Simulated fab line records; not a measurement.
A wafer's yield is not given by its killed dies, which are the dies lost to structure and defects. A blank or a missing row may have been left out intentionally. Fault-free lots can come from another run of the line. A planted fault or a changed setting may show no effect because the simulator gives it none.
fab line records | flow sky130
[record] lots = 12 | wafers = 36 | last-day = 49
route steps=708 shown SD_N@354 CONTACT@417 METAL1@451 METAL2@487 PAD_OPEN@708
lots that met no fault: taken from a fault-free run of the same line
start-h: hours from the record's first day to the start of the lot's first wafer shown | wait-h: hours since the lot's step before | " repeats the value in the row above | L1.1+2: several wafers, shown together as one row | - value missing, or start not given | * or withheld: withheld | < > ~ a bound
route shown NAME@n: NAME is a module with steps in the file, n the number in the route of the first one | usual: the fault-free wafers' mean and standard deviation | same: alike in all rows | chamber/n: place in a boat | sites: per-site readings | _std_site: the standard deviation of these | _edge_site: inner sites' mean taken away from outer sites' mean | radius-mm: for every site, how far away it sits from the centre of the wafer | mask NAME#n: copy n | behind: the most recent tool/chamber to have shaped the wafer | hold: what put the lot on hold/how long, in hours/how the hold closed | device: the n, p or np transistor that did not switch | end of line: at the end of the route, the tests of the same wafers | for a step that has no rows: nothing shown but its recipe | killed: not the wafer's yield, but the dies lost to structure and defects at the first sort | map: the dies of a wafer, with x for killed, . for not killed, _ for no die there
set.NAME: the run value of the setting; set.NAME@STEP: its run value at that earlier step | model.NAME: the simulator's own value behind a step, which no gauge read
a sample of lots followed through the steps of the route, with each step as a table and each wafer as a row
services: when a tool's chamber went out of use (start-h, in hours from the record's first day, below 0 if earlier), for how many hours, and the reason
[[steps]]
[step SKY_SD_N_TW_MEAS_12]
[usual] SD_N_TW = 4015/47
lot.wafer | tool          | chamber | start-h | wait-h | SD_N_TW
L606.1    | film-metro-01 | -       | 642.31  | 0.1    | 3932
L606.2    | "             | -       | "       | "      | 3971
L606.3    | "             | -       | "       | "      | 3970
L607.3    | film-metro-01 | -       | 654.44  | 0.1    | 3981
L607.4    | "             | -       | "       | "      | 3943
L607.5    | "             | -       | "       | "      | 3962
L608.1    | film-metro-01 | -       | 662.26  | 0.1    | 3966
L608.3    | "             | -       | "       | "      | 3958
L608.4    | "             | -       | "       | "      | 3966
L611.1    | film-metro-03 | -       | 689.81  | 0.1    | 4030
L611.2    | "             | -       | "       | "      | 4030
L611.6    | "             | -       | "       | "      | 4045
L612.1    | film-metro-03 | -       | 702.21  | 0.1    | 4059
L612.2    | "             | -       | "       | "      | 4038
L612.5    | "             | -       | "       | "      | 4044
L613.1    | film-metro-01 | -       | 726.88  | 0.1    | 3952
L613.4    | "             | -       | "       | "      | 3940
L613.6    | "             | -       | "       | "      | 3972
L616.1    | film-metro-02 | -       | 734.86  | 0.1    | 4014
L616.4    | "             | -       | "       | "      | 3991
L616.6    | "             | -       | "       | "      | 4019
L617.2    | film-metro-01 | -       | 749.97  | 0.1    | 3959
L617.3    | "             | -       | "       | "      | 3958
L617.6    | "             | -       | "       | "      | 3980
L618.3    | film-metro-03 | -       | 751.58  | 0.1    | 4099
L618.4    | "             | -       | "       | "      | 4060
L618.6    | "             | -       | "       | "      | 4063
L622.1    | film-metro-03 | -       | 778.47  | 0.1    | 4019
L622.2    | "             | -       | "       | "      | 4063
L622.5    | "             | -       | "       | "      | 4062
L625.3    | film-metro-03 | -       | 800.89  | 0.1    | 4034
L625.4    | "             | -       | "       | "      | 4073
L625.6    | "             | -       | "       | "      | 4068
L626.2    | film-metro-02 | -       | 808.42  | 0.1    | 3990
L626.4    | "             | -       | "       | "      | 3982
L626.5    | "             | -       | "       | "      | 3980
[step SKY_CONTACT_EXPOSE_11]
[recipe] mask-id = CTM1 | na = 0.8 | source-shape = annular | sigma-inner = 0.55 | sigma-outer = 0.85 | target-cd-nm = 170 | dose-mj = 38
[usual] exposure-dose-mJ-cm2 = 38.03/0.14
[same] sigma-inner = 0.55 | sigma-outer = 0.85
lot.wafer | tool           | chamber | start-h | wait-h | mask   | exposure-dose-mJ-cm2
L606.1    | krf-scanner-02 | 0       | 717.39  | -      | CTM1#0 | 37.94
L606.2    | "              | 0       | "       | "      | CTM1#0 | 37.96
L606.3    | "              | 0       | "       | "      | CTM1#0 | 37.97
L607.3    | krf-scanner-01 | 0       | 729.18  | -      | CTM1#0 | 37.97
L607.4    | "              | 0       | "       | "      | CTM1#0 | 37.95
L607.5    | "              | 0       | "       | "      | CTM1#0 | 37.99
L608.1    | krf-scanner-02 | 0       | 736.55  | -      | CTM1#0 | 37.94
L608.3    | "              | 0       | "       | "      | CTM1#0 | 37.95
L608.4    | "              | 0       | "       | "      | CTM1#0 | 37.92
L611.1    | krf-scanner-02 | 0       | 763.76  | -      | CTM1#0 | 38.00
L611.2    | "              | 0       | "       | "      | CTM1#0 | 37.97
L611.6    | "              | 0       | "       | "      | CTM1#0 | 37.95
L612.1    | krf-scanner-02 | 0       | 775.66  | -      | CTM1#0 | 37.94
L612.2    | "              | 0       | "       | "      | CTM1#0 | 37.96
L612.5    | "              | 0       | "       | "      | CTM1#0 | 37.91
L613.1    | krf-scanner-02 | 0       | 800.01  | -      | CTM1#0 | 37.98
L613.4    | "              | 0       | "       | "      | CTM1#0 | 37.90
L613.6    | "              | 0       | "       | "      | CTM1#0 | 37.91
L616.1    | krf-scanner-02 | 0       | 807.41  | -      | CTM1#0 | 37.87
L616.4    | "              | 0       | "       | "      | CTM1#0 | 37.90
L616.6    | "              | 0       | "       | "      | CTM1#0 | 37.92
L617.2    | krf-scanner-02 | 0       | 822.95  | -      | CTM1#0 | 36.81
L617.3    | "              | 0       | "       | "      | CTM1#0 | 36.81
L617.6    | "              | 0       | "       | "      | CTM1#0 | 36.88
L618.3    | krf-scanner-01 | 0       | 824.67  | -      | CTM1#0 | 38.23
L618.4    | "              | 0       | "       | "      | CTM1#0 | 38.27
L618.6    | "              | 0       | "       | "      | CTM1#0 | 38.23
L622.1    | krf-scanner-02 | 0       | 850.18  | -      | CTM1#0 | 37.08
L622.2    | "              | 0       | "       | "      | CTM1#0 | 37.10
L622.5    | "              | 0       | "       | "      | CTM1#0 | 37.04
L625.3    | krf-scanner-02 | 0       | 870.54  | -      | CTM1#0 | 37.26
L625.4    | "              | 0       | "       | "      | CTM1#0 | 37.22
L625.6    | "              | 0       | "       | "      | CTM1#0 | 37.22
L626.2    | krf-scanner-01 | 0       | 879.51  | -      | CTM1#0 | 38.26
L626.4    | "              | 0       | "       | "      | CTM1#0 | 38.27
L626.5    | "              | 0       | "       | "      | CTM1#0 | 38.28
[step SKY_CONTACT_CD_MEAS_14]
[recipe] target-cd-nm = 170
[usual] cd-nm = 170.1/1.4
lot.wafer | tool      | chamber | start-h | wait-h | hold                     | cd-nm
L606.1    | cd-sem-01 | -       | 730.86  | -      | -                        | 169.5
L606.2    | "         | -       | "       | "      | -                        | 169.9
L606.3    | "         | -       | "       | "      | -                        | 169.1
L607.3    | cd-sem-01 | -       | 742.95  | -      | -                        | 168.3
L607.4    | "         | -       | "       | "      | -                        | 168.6
L607.5    | "         | -       | "       | "      | -                        | 170.1
L608.1    | cd-sem-02 | -       | 750.11  | -      | -                        | 172.6
L608.3    | "         | -       | "       | "      | -                        | 172.7
L608.4    | "         | -       | "       | "      | -                        | 173.0
L611.1    | cd-sem-02 | -       | 777.66  | -      | -                        | 169.1
L611.2    | "         | -       | "       | "      | -                        | 167.9
L611.6    | "         | -       | "       | "      | -                        | 168.2
L612.1    | cd-sem-01 | -       | 789.21  | -      | -                        | 171.2
L612.2    | "         | -       | "       | "      | -                        | 170.0
L612.5    | "         | -       | "       | "      | -                        | 170.6
L613.1    | cd-sem-02 | -       | 813.11  | -      | -                        | 170.4
L613.4    | "         | -       | "       | "      | -                        | 169.2
L613.6    | "         | -       | "       | "      | -                        | 169.4
L616.1    | cd-sem-02 | -       | 820.62  | -      | -                        | 166.4
L616.4    | "         | -       | "       | "      | -                        | 168.2
L616.6    | "         | -       | "       | "      | -                        | 167.1
L617.2    | cd-sem-01 | -       | 835.78  | -      | -                        | 165.9
L617.3    | "         | -       | "       | "      | -                        | 164.8
L617.6    | "         | -       | "       | "      | -                        | 166.9
L618.3    | cd-sem-01 | -       | 837.35  | -      | -                        | 171.3
L618.4    | "         | -       | "       | "      | -                        | 170.5
L618.6    | "         | -       | "       | "      | -                        | 171.6
L622.1    | cd-sem-02 | -       | 862.82  | -      | await-dispo/0.2h/release | 165.0
L622.2    | "         | -       | "       | "      | await-dispo/0.2h/release | 164.5
L622.5    | "         | -       | "       | "      | await-dispo/0.2h/release | 165.2
L622.1    | cd-sem-02 | -       | 863.11  | 0.3    | -                        | 165.2
L622.2    | "         | -       | "       | "      | -                        | 164.9
L622.5    | "         | -       | "       | "      | -                        | 164.9
L625.3    | cd-sem-02 | -       | 883.75  | -      | -                        | 167.0
L625.4    | "         | -       | "       | "      | -                        | 166.3
L625.6    | "         | -       | "       | "      | -                        | 167.0
L626.2    | cd-sem-02 | -       | 892.28  | -      | -                        | 168.3
L626.4    | "         | -       | "       | "      | -                        | 168.3
L626.5    | "         | -       | "       | "      | -                        | 170.0
[step SKY_METAL1_DESCUM_17]
[recipe] chemistry = O2 | source-power-w = 150 | bias-power-w = 0 | pressure-mtorr = 10 | temp-c = 40 | time-s = 8
[usual] drypump-motor-current-A = 5.7/0.53 | he-backside-leak-sccm = 3.3/0.34 | oes-product-au = 1.005/0.0074
[same] bias-power-w = 0
lot.wafer | tool         | chamber | start-h | wait-h | drypump-motor-current-A | he-backside-leak-sccm | oes-product-au | rf-hours-counter-h
L606.1    | rie-metal-01 | 1       | 761.19  | 0.0    | 6.0                     | 3.1                   | 1.016          | 13
L606.2    | "            | 0       | "       | "      | 5.1                     | 3.3                   | 1.006          | 1
L606.3    | "            | 1       | "       | "      | 6.0                     | 3.0                   | 1.014          | -
L607.3    | rie-metal-04 | 0       | 773.02  | 0.0    | 5.9                     | 3.5                   | 1.003          | -
L607.4    | "            | 1       | "       | "      | 5.1                     | 3.1                   | 0.991          | -
L607.5    | "            | 1       | "       | "      | 5.1                     | 3.4                   | 0.989          | -
L608.1    | rie-metal-02 | 0       | 779.81  | 0.0    | 6.5                     | 3.9                   | 1.008          | 15
L608.3    | "            | 1       | "       | "      | 6.0                     | 3.1                   | 1.007          | -
L608.4    | "            | 0       | "       | "      | 6.5                     | 3.7                   | 1.010          | -
L611.1    | rie-metal-01 | 0       | 806.92  | 0.0    | 5.1                     | 3.5                   | 1.002          | 2
L611.2    | "            | 1       | "       | "      | 6.0                     | 3.1                   | 1.007          | 14
L611.6    | "            | 0       | "       | "      | 5.1                     | 3.4                   | 1.009          | -
L612.1    | rie-metal-02 | 1       | 817.66  | 0.0    | 6.0                     | 3.1                   | 1.006          | 12
L612.2    | "            | 0       | "       | "      | 6.5                     | 3.5                   | 0.995          | 16
L612.5    | "            | 1       | "       | "      | 6.1                     | 3.2                   | 1.006          | -
L613.1    | rie-metal-04 | 0       | 841.66  | 0.0    | 5.9                     | 3.3                   | 1.013          | 8
L613.4    | "            | 0       | "       | "      | 5.9                     | 3.5                   | 1.011          | -
L613.6    | "            | 0       | "       | "      | 5.9                     | 3.4                   | 1.003          | -
L616.1    | rie-metal-01 | 0       | 849.12  | 0.0    | 5.1                     | 3.5                   | 1.009          | 4
L616.4    | "            | 0       | "       | "      | 5.1                     | 3.5                   | 1.009          | -
L616.6    | "            | 0       | "       | "      | 5.1                     | 3.4                   | 1.017          | -
L617.2    | rie-metal-01 | 0       | 864.78  | 0.0    | 5.1                     | 3.6                   | 1.009          | -
L617.3    | "            | 0       | "       | "      | 5.1                     | 3.5                   | 1.011          | -
L617.6    | "            | 0       | "       | "      | 5.1                     | 3.5                   | 1.015          | -
L618.3    | rie-metal-04 | 1       | 866.23  | 0.0    | 5.1                     | 2.9                   | 0.989          | -
L618.4    | "            | 0       | "       | "      | 5.9                     | 3.3                   | 1.000          | -
L618.6    | "            | 0       | "       | "      | 5.9                     | 3.5                   | 1.013          | -
L622.1    | rie-metal-04 | 1       | 890.46  | 0.0    | 5.1                     | 2.9                   | 1.000          | 15
L622.2    | "            | 0       | "       | "      | 5.9                     | 3.5                   | 1.008          | 10
L622.5    | "            | 1       | "       | "      | 5.1                     | 2.7                   | 0.991          | -
L625.3    | rie-metal-01 | 0       | 910.87  | 0.0    | 5.1                     | 3.3                   | 1.003          | -
L625.4    | "            | 1       | "       | "      | 6.0                     | 3.1                   | 1.005          | -
L625.6    | "            | 0       | "       | "      | 5.0                     | 3.4                   | 0.999          | -
L626.2    | rie-metal-01 | 1       | 918.63  | 0.0    | 6.0                     | 3.1                   | 1.012          | -
L626.4    | "            | 1       | "       | "      | 6.0                     | 3.2                   | 1.002          | -
L626.5    | "            | 1       | "       | "      | 6.0                     | 3.1                   | 1.004          | -
[step SKY_METAL2_SPUTTER_04]
[recipe] material = TiN | target-thk-nm = 70 | power-w = 6500 | time-s = 58.3 | chamber-pressure-pa = 0.4
[usual] throttle-valve-pct = 30.2/1.1
lot.wafer | tool           | chamber | start-h | wait-h | throttle-valve-pct
L606.1    | pvd-sputter-01 | -       | 791.35  | 0.0    | 31.5
L606.2    | "              | -       | "       | "      | 31.7
L606.3    | "              | -       | "       | "      | 30.2
L607.3    | pvd-sputter-02 | -       | 802.97  | 0.0    | 30.1
L607.4    | "              | -       | "       | "      | 31.2
L607.5    | "              | -       | "       | "      | 29.9
L608.1    | pvd-sputter-04 | -       | 809.96  | 0.0    | 28.8
L608.3    | "              | -       | "       | "      | 28.3
L608.4    | "              | -       | "       | "      | 31.4
L611.1    | pvd-sputter-02 | -       | 836.67  | 0.0    | 31.1
L611.2    | "              | -       | "       | "      | 31.0
L611.6    | "              | -       | "       | "      | 30.0
L612.1    | pvd-sputter-02 | -       | 847.62  | 0.0    | 31.0
L612.2    | "              | -       | "       | "      | 29.8
L612.5    | "              | -       | "       | "      | 31.1
L613.1    | pvd-sputter-02 | -       | 870.11  | 0.0    | 31.3
L613.4    | "              | -       | "       | "      | 29.9
L613.6    | "              | -       | "       | "      | 29.9
L616.1    | pvd-sputter-04 | -       | 878.92  | 0.0    | 29.1
L616.4    | "              | -       | "       | "      | 30.8
L616.6    | "              | -       | "       | "      | 28.9
L617.2    | pvd-sputter-02 | -       | 893.52  | 0.0    | 31.3
L617.3    | "              | -       | "       | "      | 30.2
L617.6    | "              | -       | "       | "      | 30.1
L618.3    | pvd-sputter-04 | -       | 894.52  | 0.0    | 31.2
L618.4    | "              | -       | "       | "      | 28.9
L618.6    | "              | -       | "       | "      | 30.7
L622.1    | pvd-sputter-04 | -       | 917.84  | 0.0    | 28.3
L622.2    | "              | -       | "       | "      | 31.3
L622.5    | "              | -       | "       | "      | 28.8
L625.3    | pvd-sputter-02 | -       | 938.26  | 0.0    | 30.1
L625.4    | "              | -       | "       | "      | 31.1
L625.6    | "              | -       | "       | "      | 29.9
L626.2    | pvd-sputter-04 | -       | 946.28  | 0.0    | 28.9
L626.4    | "              | -       | "       | "      | 28.1
L626.5    | "              | -       | "       | "      | 28.4
[step SKY_PAD_OPEN_PROBE_99]
[usual] killed_at_M0_to_M3 = 42/6.6 | killed_at_M4_up = 3.0/1.8 | killed-at-contacts = 25/5.1 | killed-at-front-end = 15/4.4 | killed-at-other = 0.3/0.56 | killed-dies = 86/8.6 | killed-open = 47/6.9 | killed-short = 38/6
[same] gross-dies = 492 | killed-at-back-side = 0
lot.wafer | tool      | chamber | start-h | wait-h | killed_at_M0_to_M3 | killed_at_M4_up | killed-at-contacts | killed-at-front-end | killed-at-other | killed-dies | killed-open | killed-short
L617.2    | prober-01 | -       | 1151.73 | 0.1    | 48                 | 2               | 27                 | 19                  | 1               | 97          | 46          | 51
L622.2    | prober-02 | -       | 1168.13 | 0.1    | 41                 | 3               | 24                 | 21                  | 1               | 90          | 49          | 40
L622.5    | prober-02 | -       | 1168.28 | 0.2    | 36                 | 3               | 23                 | 13                  | 0               | 75          | 39          | 36
// killed by level:class
L617.2 CONTACT:geometric-particle:open=10 VIA1:geometric-particle:open=10 CONTACT:geometric-particle:short=9 VIA2:geometric-particle:open=8 METAL1:geometric-particle:short=6 VIA1:geometric-particle:short=6 METAL2:geometric-particle:short=6 POLY_GATE:geometric-particle:open=5
L622.2 VIA1:geometric-particle:open=11 FIELD_ISO:geometric-particle:short=9 VIA3:geometric-particle:open=9 CONTACT:geometric-particle:open=8 FIELD_ISO:geometric-particle:open=5 LI_CONTACT:geometric-particle:open=5 CONTACT:geometric-particle:short=5 METAL3:geometric-particle:short=5
L622.5 CONTACT:geometric-particle:open=12 VIA1:geometric-particle:open=8 METAL3:geometric-particle:short=6 POLY_GATE:geometric-particle:open=5 METAL1:geometric-particle:short=5 LOCAL_INTERCONNECT:geometric-particle:short=4 VIA2:geometric-particle:open=4 POLY_GATE:geometric-particle:short=3
[[services]]
tool           | chamber | start-h | hours | kind
krf-scanner-02 | -       | 694.95  | 0.8   | pm
krf-scanner-02 | -       | 710.78  | 0.3   | repair
rie-metal-01   | -       | 717.10  | 2.8   | pm
pvd-sputter-02 | -       | 719.97  | 4.2   | repair
krf-scanner-02 | -       | 723.25  | 3.0   | repair
krf-scanner-01 | -       | 726.29  | 1.0   | pm
krf-scanner-01 | -       | 735.63  | 3.6   | pm
rie-metal-01   | -       | 762.70  | 1.4   | repair
pvd-sputter-02 | -       | 768.60  | 6.7   | repair
krf-scanner-02 | -       | 778.99  | 21.0  | pm
pvd-sputter-02 | -       | 792.76  | 5.5   | repair
krf-scanner-01 | -       | 799.99  | 4.4   | pm
krf-scanner-02 | -       | 804.36  | 1.3   | pm
krf-scanner-02 | -       | 805.66  | 1.0   | pm
krf-scanner-01 | -       | 810.93  | 0.8   | pm
pvd-sputter-04 | -       | 824.54  | 15.2  | repair
pvd-sputter-04 | -       | 845.26  | 5.4   | repair
pvd-sputter-04 | -       | 848.16  | 11.0  | repair
krf-scanner-01 | -       | 862.37  | 1.3   | pm
krf-scanner-02 | -       | 863.85  | 0.8   | pm
krf-scanner-01 | -       | 889.30  | 4.0   | pm
krf-scanner-02 | -       | 889.98  | 4.4   | repair
pvd-sputter-02 | -       | 906.10  | 0.5   | repair
rie-metal-01   | 0       | 912.01  | 19.8  | repair
[[key]]
[first-sign] step = SKY_CONTACT_EXPOSE_11 | reading = exposure-dose-mJ-cm2 | direction = down | sigmas = 6.9 | usual = * | struck = *
[effect] step = SKY_CONTACT_CD_MEAS_14 | reading = cd-nm | direction = down | sigmas = 2.9 | usual = 170.1 | struck = 165.9 | through = control-loop
met-at SKY_CONTACT_EXPOSE_11
struck-lots L617,L622,L625
tester-left-out L617,L622,L625
[loop-trim] step = SKY_SD_N_EXPOSE_04 | setting = dose | lots = L625
[loop-trim] step = SKY_CONTACT_EXPOSE_11 | setting = dose | lots = L622,L625
not-acting-at SKY_SD_N_TW_MEAS_12,SKY_METAL1_DESCUM_17,SKY_METAL2_SPUTTER_04
onset-between 807.41 822.95
[fault] kind = process-parameter-drift | tool = krf-scanner-02 | chamber = - | onset-h = 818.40 | steps = SKY_CONTACT_EXPOSE_11 | channel = dose-mj | offset = -1.0556 | shape = step | acts-in = these-recipes-only | stated = 38
// tester-left-out: of these lots the tester's yield and bins aren't shown, on N5 and GAA mostly nor the transistor test; their killed dies are dies lost to structure and defects alone, not to doping, threshold or leakage, so they don't give the yield
// loop-trim: a control loop set the setting to another value than it would have without faults
